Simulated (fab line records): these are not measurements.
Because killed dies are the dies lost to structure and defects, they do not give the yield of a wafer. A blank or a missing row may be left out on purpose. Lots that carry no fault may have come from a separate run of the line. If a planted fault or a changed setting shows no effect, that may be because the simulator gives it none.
fab line records + flow sky130
[record]
- lots = 13
- wafers = 39
- lastDay = 50
route steps=708 shown VT_ADJUST_HVTP@88 VT_ADJUST_PCH@151 LOCAL_INTERCONNECT@399
lots that met no fault: from a run of the same line without faults
startH: start of the lot's first displayed wafer, in hours after the record's first day + waitH: time in hours since the lot's previous step + " as in the row above + L1.1+2: a row that stands for several wafers + - no value present, or no start provided + * or withheld: withheld + < > ~ a bound
route shown NAME@n: names a module that has steps shown in the file, with the first one's number in the route + usual: average and standard deviation across the fault-free wafers + same: alike in all rows + chamber/n: place in a boat + sites: per-site readings + _std_site: standard deviation across them + _edge_site: mean of outer sites minus mean of inner sites + radiusMm: how far each site lies from the wafer's centre + mask NAME#n: copy n + behind: the tool/chamber that last shaped the wafer + hold: what put the lot on hold/how long, in hours/how the hold closed + device: transistor that didn't switch, given as n, p or np + end of line: the same wafers' tests at the end of the route + step lacking rows: just its recipe + killed: not the wafer's yield, but the dies lost to structure and defects at the first sort + map: dies across one wafer; x = killed, . = not, _ = none there
set.NAME: the run value of the setting; set.NAME@STEP: its run value at that earlier step + model.NAME: the simulator's own value behind a step, which no gauge read
route steps across a sampled set of lots; one table per step, one row per wafer
services: when a tool's chamber went out of use (startH, in hours from the record's first day, below 0 if earlier), for how many hours, and the reason
[[steps]]
[step SKY_VT_ADJUST_HVTP_SOFTBAKE_03]
[recipe]
- tempC = 90
- timeS = 62.05
- resist = NOVOLAK
[usual]
- plateSensorTCentreC = 90.758/0.0092
- plateSensorTEdgeC = 90.829/0.011
| lot.wafer | tool          | chamber | startH | waitH | plateSensorTCentreC | plateSensorTEdgeC |
|-----------|---------------|---------|--------|-------|---------------------|-------------------|
| L549.1    | lithoTrack-02 | 0       | 115.55 | 0.1   | 90.748              | 90.841            |
| L549.3    | "             | 0       | "      | "     | 90.755              | 90.816            |
| L549.4    | "             | 0       | "      | "     | 90.766              | 90.811            |
| L552.1    | lithoTrack-01 | 0       | 132.11 | 0.1   | 90.769              | 90.832            |
| L552.4    | "             | 0       | "      | "     | 90.754              | 90.834            |
| L552.6    | "             | 0       | "      | "     | 90.755              | 90.839            |
| L553.2    | lithoTrack-03 | 0       | 137.27 | 0.1   | 90.758              | 90.848            |
| L553.4    | "             | 0       | "      | "     | 90.762              | 90.835            |
| L553.5    | "             | 0       | "      | "     | 90.766              | 90.806            |
| L555.3    | lithoTrack-03 | 0       | 147.10 | 0.1   | 90.779              | 90.827            |
| L555.4    | "             | 0       | "      | "     | 90.763              | 90.844            |
| L555.6    | "             | 0       | "      | "     | 90.761              | 90.836            |
| L556.3    | lithoTrack-03 | 0       | 157.75 | 0.1   | 90.757              | 90.813            |
| L556.4    | "             | 0       | "      | "     | 90.758              | 90.815            |
| L556.5    | "             | 0       | "      | "     | 90.758              | 90.831            |
| L557.3    | lithoTrack-02 | 0       | 160.70 | 0.1   | 90.754              | 90.838            |
| L557.4    | "             | 0       | "      | "     | 90.771              | 90.839            |
| L557.6    | "             | 0       | "      | "     | 90.753              | 90.841            |
| L558.1    | lithoTrack-02 | 0       | 168.00 | 0.1   | 90.771              | 90.857            |
| L558.4    | "             | 0       | "      | "     | 90.755              | 90.805            |
| L558.5    | "             | 0       | "      | "     | 90.757              | 90.829            |
| L560.1    | lithoTrack-03 | 0       | 183.40 | 0.1   | 90.761              | 90.844            |
| L560.2    | "             | 0       | "      | "     | 90.762              | 90.820            |
| L560.6    | "             | 0       | "      | "     | 90.773              | 90.838            |
| L561.2    | lithoTrack-03 | 0       | 194.62 | 0.1   | 90.749              | 90.831            |
| L561.4    | "             | 0       | "      | "     | 90.749              | 90.832            |
| L561.5    | "             | 0       | "      | "     | 90.754              | 90.831            |
| L566.1    | lithoTrack-01 | 0       | 222.41 | 0.1   | 90.760              | 90.837            |
| L566.2    | "             | 0       | "      | "     | 90.766              | 90.819            |
| L566.5    | "             | 0       | "      | "     | 90.750              | 90.835            |
| L568.1    | lithoTrack-03 | 0       | 235.40 | 0.1   | 90.750              | 90.839            |
| L568.3    | "             | 0       | "      | "     | 90.762              | 90.809            |
| L568.6    | "             | 0       | "      | "     | 90.745              | 90.813            |
| L570.4    | lithoTrack-03 | 0       | 244.57 | 0.1   | 90.764              | 90.832            |
| L570.5    | "             | 0       | "      | "     | 90.755              | 90.816            |
| L570.6    | "             | 0       | "      | "     | 90.766              | 90.835            |
| L572.2    | lithoTrack-02 | 0       | 259.38 | 0.1   | 90.762              | 90.836            |
| L572.3    | "             | 0       | "      | "     | 90.758              | 90.823            |
| L572.5    | "             | 0       | "      | "     | 90.760              | 90.826            |
[step SKY_VT_ADJUST_HVTP_CD_MEAS_07]
[recipe]
- targetCdNm = 380
[usual]
- cdNm = 379.7/2.3
| lot.wafer | tool     | chamber | startH | waitH | cdNm  |
|-----------|----------|---------|--------|-------|-------|
| L549.1    | cdSem-02 | -       | 124.65 | 0.1   | 379.9 |
| L549.3    | "        | -       | "      | "     | 378.4 |
| L549.4    | "        | -       | "      | "     | 375.2 |
| L552.1    | cdSem-02 | -       | 141.70 | 0.1   | 380.5 |
| L552.4    | "        | -       | "      | "     | 379.8 |
| L552.6    | "        | -       | "      | "     | 380.6 |
| L553.2    | cdSem-02 | -       | 146.92 | 0.1   | 380.6 |
| L553.4    | "        | -       | "      | "     | 378.0 |
| L553.5    | "        | -       | "      | "     | 378.9 |
| L555.3    | cdSem-01 | -       | 157.40 | 0.1   | 380.6 |
| L555.4    | "        | -       | "      | "     | 381.6 |
| L555.6    | "        | -       | "      | "     | 381.7 |
| L556.3    | cdSem-01 | -       | 167.85 | 0.1   | 381.8 |
| L556.4    | "        | -       | "      | "     | 379.7 |
| L556.5    | "        | -       | "      | "     | 383.5 |
| L557.3    | cdSem-01 | -       | 171.14 | 0.1   | 377.2 |
| L557.4    | "        | -       | "      | "     | 379.5 |
| L557.6    | "        | -       | "      | "     | 375.0 |
| L558.1    | cdSem-01 | -       | 178.95 | 0.1   | 382.8 |
| L558.4    | "        | -       | "      | "     | 387.0 |
| L558.5    | "        | -       | "      | "     | 385.0 |
| L560.1    | cdSem-02 | -       | 194.16 | 0.1   | 382.3 |
| L560.2    | "        | -       | "      | "     | 380.0 |
| L560.6    | "        | -       | "      | "     | 379.6 |
| L561.2    | cdSem-01 | -       | 205.32 | 0.1   | 379.4 |
| L561.4    | "        | -       | "      | "     | 382.6 |
| L561.5    | "        | -       | "      | "     | 379.2 |
| L566.1    | cdSem-02 | -       | 233.66 | 0.1   | 377.0 |
| L566.2    | "        | -       | "      | "     | 380.1 |
| L566.5    | "        | -       | "      | "     | 377.6 |
| L568.1    | cdSem-02 | -       | 247.16 | 0.1   | 381.1 |
| L568.3    | "        | -       | "      | "     | 381.1 |
| L568.6    | "        | -       | "      | "     | 382.5 |
| L570.4    | cdSem-02 | -       | 256.16 | 0.1   | 380.4 |
| L570.5    | "        | -       | "      | "     | 383.6 |
| L570.6    | "        | -       | "      | "     | 380.9 |
| L572.2    | cdSem-01 | -       | 271.41 | 0.1   | 377.1 |
| L572.3    | "        | -       | "      | "     | 377.1 |
| L572.5    | "        | -       | "      | "     | 376.7 |
[step SKY_VT_ADJUST_PCH_IMPLANT_08]
[recipe]
- species = B
- energyKev = 10
- doseCm2 = 5e+11
- tiltDeg = withheld
[usual]
- doseIonsCm2 = 4.999e+11/5.3e+08
- faradayCurrentUA = 2.81/0.053
| lot.wafer | tool         | chamber | startH | waitH | doseIonsCm2 | faradayCurrentUA |
|-----------|--------------|---------|--------|-------|-------------|------------------|
| L549.1    | implanter-04 | 0       | 228.53 | 0.0   | 5e+11       | 2.72             |
| L549.3    | "            | 0       | "      | "     | 4.998e+11   | 2.84             |
| L549.4    | "            | 0       | "      | "     | 5.001e+11   | 2.81             |
| L552.1    | implanter-03 | 0       | 248.80 | 0.0   | 5.007e+11   | 2.83             |
| L552.4    | "            | 0       | "      | "     | 5.007e+11   | 2.84             |
| L552.6    | "            | 0       | "      | "     | 5.002e+11   | 2.87             |
| L553.2    | implanter-03 | 0       | 254.87 | 0.0   | 4.998e+11   | 2.75             |
| L553.4    | "            | 0       | "      | "     | 4.997e+11   | 2.83             |
| L553.5    | "            | 0       | "      | "     | 4.997e+11   | 2.82             |
| L555.3    | implanter-04 | 0       | 267.64 | 0.1   | 5.001e+11   | 2.80             |
| L555.4    | "            | 0       | "      | "     | 5.006e+11   | 2.75             |
| L555.6    | "            | 0       | "      | "     | 4.999e+11   | 2.75             |
| L556.3    | implanter-02 | 0       | 280.59 | 0.1   | 4.98e+11    | 2.78             |
| L556.4    | "            | 0       | "      | "     | 4.998e+11   | 2.78             |
| L556.5    | "            | 0       | "      | "     | 4.994e+11   | 2.78             |
| L557.3    | implanter-03 | 0       | 284.70 | 0.1   | 4.991e+11   | 2.79             |
| L557.4    | "            | 0       | "      | "     | 4.996e+11   | 2.77             |
| L557.6    | "            | 0       | "      | "     | 4.998e+11   | 2.80             |
| L558.1    | implanter-04 | 0       | 293.45 | 0.0   | 5.001e+11   | 2.88             |
| L558.4    | "            | 0       | "      | "     | 5.003e+11   | 2.87             |
| L558.5    | "            | 0       | "      | "     | 5.003e+11   | 2.81             |
| L560.1    | implanter-04 | 0       | 312.33 | 0.0   | 5e+11       | 2.76             |
| L560.2    | "            | 0       | "      | "     | 5.004e+11   | 2.89             |
| L560.6    | "            | 0       | "      | "     | 5.003e+11   | 2.78             |
| L561.2    | implanter-02 | 0       | 325.76 | 0.0   | 4.998e+11   | 2.83             |
| L561.4    | "            | 0       | "      | "     | 5.001e+11   | 2.72             |
| L561.5    | "            | 0       | "      | "     | 5.002e+11   | 2.77             |
| L566.1    | implanter-02 | 0       | 356.69 | 0.0   | 7.674e+11   | 4.37             |
| L566.2    | "            | 0       | "      | "     | 7.687e+11   | 4.29             |
| L566.5    | "            | 0       | "      | "     | 7.67e+11    | 4.23             |
| L568.1    | implanter-02 | 0       | 374.74 | 0.0   | 7.682e+11   | 4.34             |
| L568.3    | "            | 0       | "      | "     | 7.683e+11   | 4.33             |
| L568.6    | "            | 0       | "      | "     | 7.682e+11   | 4.37             |
| L570.4    | implanter-03 | 0       | 384.85 | 0.1   | 4.997e+11   | 2.76             |
| L570.5    | "            | 0       | "      | "     | 4.99e+11    | 2.90             |
| L570.6    | "            | 0       | "      | "     | 5.001e+11   | 2.82             |
| L572.2    | implanter-04 | 0       | 403.21 | 0.0   | 4.998e+11   | 2.79             |
| L572.3    | "            | 0       | "      | "     | 4.997e+11   | 2.74             |
| L572.5    | "            | 0       | "      | "     | 4.994e+11   | 2.75             |
[step SKY_VT_ADJUST_PCH_TW_MEAS_10]
[usual]
- VT_ADJUST_PCH_TW = 142.9/1.5
| lot.wafer | tool         | chamber | startH | waitH | VT_ADJUST_PCH_TW |
|-----------|--------------|---------|--------|-------|------------------|
| L549.1    | filmMetro-02 | -       | 228.78 | 0.1   | 141.0            |
| L549.3    | "            | -       | "      | "     | 141.9            |
| L549.4    | "            | -       | "      | "     | 141.7            |
| L552.1    | filmMetro-02 | -       | 249.05 | 0.1   | 140.8            |
| L552.4    | "            | -       | "      | "     | 141.1            |
| L552.6    | "            | -       | "      | "     | 140.8            |
| L553.2    | filmMetro-01 | -       | 255.10 | 0.1   | 144.8            |
| L553.4    | "            | -       | "      | "     | 144.5            |
| L553.5    | "            | -       | "      | "     | 144.3            |
| L555.3    | filmMetro-01 | -       | 267.86 | 0.1   | 144.3            |
| L555.4    | "            | -       | "      | "     | 144.2            |
| L555.6    | "            | -       | "      | "     | 144.5            |
| L556.3    | filmMetro-01 | -       | 280.81 | 0.1   | 144.6            |
| L556.4    | "            | -       | "      | "     | 143.7            |
| L556.5    | "            | -       | "      | "     | 144.9            |
| L557.3    | filmMetro-04 | -       | 284.92 | 0.1   | 142.4            |
| L557.4    | "            | -       | "      | "     | 142.5            |
| L557.6    | "            | -       | "      | "     | 142.8            |
| L558.1    | filmMetro-04 | -       | 293.70 | 0.1   | 142.8            |
| L558.4    | "            | -       | "      | "     | 142.7            |
| L558.5    | "            | -       | "      | "     | 143.5            |
| L560.1    | filmMetro-02 | -       | 312.58 | 0.1   | 141.9            |
| L560.2    | "            | -       | "      | "     | 142.9            |
| L560.6    | "            | -       | "      | "     | 141.8            |
| L561.2    | filmMetro-01 | -       | 325.99 | 0.1   | 144.1            |
| L561.4    | "            | -       | "      | "     | 144.0            |
| L561.5    | "            | -       | "      | "     | 143.7            |
| L566.1    | filmMetro-01 | -       | 356.94 | 0.1   | 162.8            |
| L566.2    | "            | -       | "      | "     | 163.0            |
| L566.5    | "            | -       | "      | "     | 162.0            |
| L568.1    | filmMetro-02 | -       | 374.99 | 0.1   | 158.8            |
| L568.3    | "            | -       | "      | "     | 159.3            |
| L568.6    | "            | -       | "      | "     | 159.4            |
| L570.4    | filmMetro-02 | -       | 385.06 | 0.1   | 141.3            |
| L570.5    | "            | -       | "      | "     | 141.6            |
| L570.6    | "            | -       | "      | "     | 141.7            |
| L572.2    | filmMetro-02 | -       | 403.45 | 0.1   | 141.8            |
| L572.3    | "            | -       | "      | "     | 141.2            |
| L572.5    | "            | -       | "      | "     | 141.6            |
[step SKY_LOCAL_INTERCONNECT_OVL_MEAS_12]
[usual]
- LOCAL_INTERCONNECT_OVL = 0/5.1
| lot.wafer | tool       | chamber | startH | waitH | LOCAL_INTERCONNECT_OVL[nm] |
|-----------|------------|---------|--------|-------|----------------------------|
| L549.1    | overlay-02 | -       | 707.61 | 0.1   | 0                          |
| L549.3    | "          | -       | "      | "     | 0                          |
| L549.4    | "          | -       | "      | "     | -5                         |
| L552.1    | overlay-02 | -       | 732.26 | 0.1   | 3                          |
| L552.4    | "          | -       | "      | "     | 8                          |
| L552.6    | "          | -       | "      | "     | 1                          |
| L553.2    | overlay-02 | -       | 734.69 | 0.1   | 6                          |
| L553.4    | "          | -       | "      | "     | 3                          |
| L553.5    | "          | -       | "      | "     | 12                         |
| L555.3    | overlay-01 | -       | 751.79 | 0.1   | -13                        |
| L555.4    | "          | -       | "      | "     | 3                          |
| L555.6    | "          | -       | "      | "     | -8                         |
| L556.3    | overlay-01 | -       | 778.19 | 0.1   | -2                         |
| L556.4    | "          | -       | "      | "     | -1                         |
| L556.5    | "          | -       | "      | "     | 1                          |
| L557.3    | overlay-01 | -       | 779.74 | 0.1   | -1                         |
| L557.4    | "          | -       | "      | "     | -3                         |
| L557.6    | "          | -       | "      | "     | 5                          |
| L558.1    | overlay-02 | -       | 782.11 | 0.1   | -3                         |
| L558.4    | "          | -       | "      | "     | -2                         |
| L558.5    | "          | -       | "      | "     | 3                          |
| L560.1    | overlay-02 | -       | 801.01 | 0.1   | 6                          |
| L560.2    | "          | -       | "      | "     | 9                          |
| L560.6    | "          | -       | "      | "     | 8                          |
| L561.2    | overlay-01 | -       | 808.98 | 0.1   | -3                         |
| L561.4    | "          | -       | "      | "     | 3                          |
| L561.5    | "          | -       | "      | "     | 0                          |
| L566.1    | overlay-01 | -       | 839.22 | 0.1   | 6                          |
| L566.2    | "          | -       | "      | "     | 7                          |
| L566.5    | "          | -       | "      | "     | 4                          |
| L568.1    | overlay-01 | -       | 856.56 | 0.1   | -1                         |
| L568.3    | "          | -       | "      | "     | 0                          |
| L568.6    | "          | -       | "      | "     | -6                         |
| L570.4    | overlay-02 | -       | 863.68 | 0.1   | -5                         |
| L570.5    | "          | -       | "      | "     | -4                         |
| L570.6    | "          | -       | "      | "     | -5                         |
| L572.2    | overlay-02 | -       | 881.27 | 0.1   | 1                          |
| L572.3    | "          | -       | "      | "     | 8                          |
| L572.5    | "          | -       | "      | "     | -1                         |
[[services]]
| tool         | chamber | startH | hours | kind   |
|--------------|---------|--------|-------|--------|
| implanter-03 | -       | 94.60  | 13.8  | pm     |
| implanter-04 | -       | 126.91 | 5.9   | repair |
| implanter-04 | -       | 170.92 | 1.7   | repair |
| implanter-04 | -       | 184.43 | 3.5   | repair |
| implanter-02 | -       | 248.56 | 3.0   | pm     |
| implanter-02 | -       | 265.03 | 1.5   | repair |
| implanter-02 | -       | 268.63 | 1.9   | repair |
| implanter-02 | -       | 268.76 | 3.8   | repair |
| implanter-04 | -       | 269.93 | 20.3  | pm     |
| implanter-04 | -       | 339.56 | 2.2   | pm     |
| implanter-02 | -       | 348.91 | 3.5   | repair |
[[key]]
[firstSign]
- step = SKY_VT_ADJUST_PCH_IMPLANT_08
- reading = doseIonsCm2
- direction = up
- sigmas = 99+
- usual = *
- struck = *
[effect]
- step = SKY_VT_ADJUST_PCH_IMPLANT_08
- reading = faradayCurrentUA
- direction = up
- sigmas = 28
- usual = 2.81
- struck = 4.32
[effect]
- step = SKY_VT_ADJUST_PCH_TW_MEAS_10
- reading = VT_ADJUST_PCH_TW
- direction = up
- sigmas = 12
- usual = 142.9
- struck = 160.9
metAt SKY_VT_ADJUST_PCH_IMPLANT_08
struckLots L566,L568
testerLeftOut L566,L568
notActingAt SKY_VT_ADJUST_HVTP_SOFTBAKE_03,SKY_VT_ADJUST_HVTP_CD_MEAS_07,SKY_LOCAL_INTERCONNECT_OVL_MEAS_12
onsetBetween 325.76 356.69
[fault]
- kind = processParameterDrift
- tool = implanter-02
- chamber = -
- onsetH = 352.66
- steps = SKY_VT_ADJUST_PCH_IMPLANT_08
- channel = doseCm2
- offset = *
- shape = step
- endH = 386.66
- actsIn = *
- stated = *
// testerLeftOut: of these lots the tester's yield and bins aren't shown, on N5 and GAA mostly nor the transistor test; their killed dies are dies lost to structure and defects alone, not to doping, threshold or leakage, so they don't give the yield
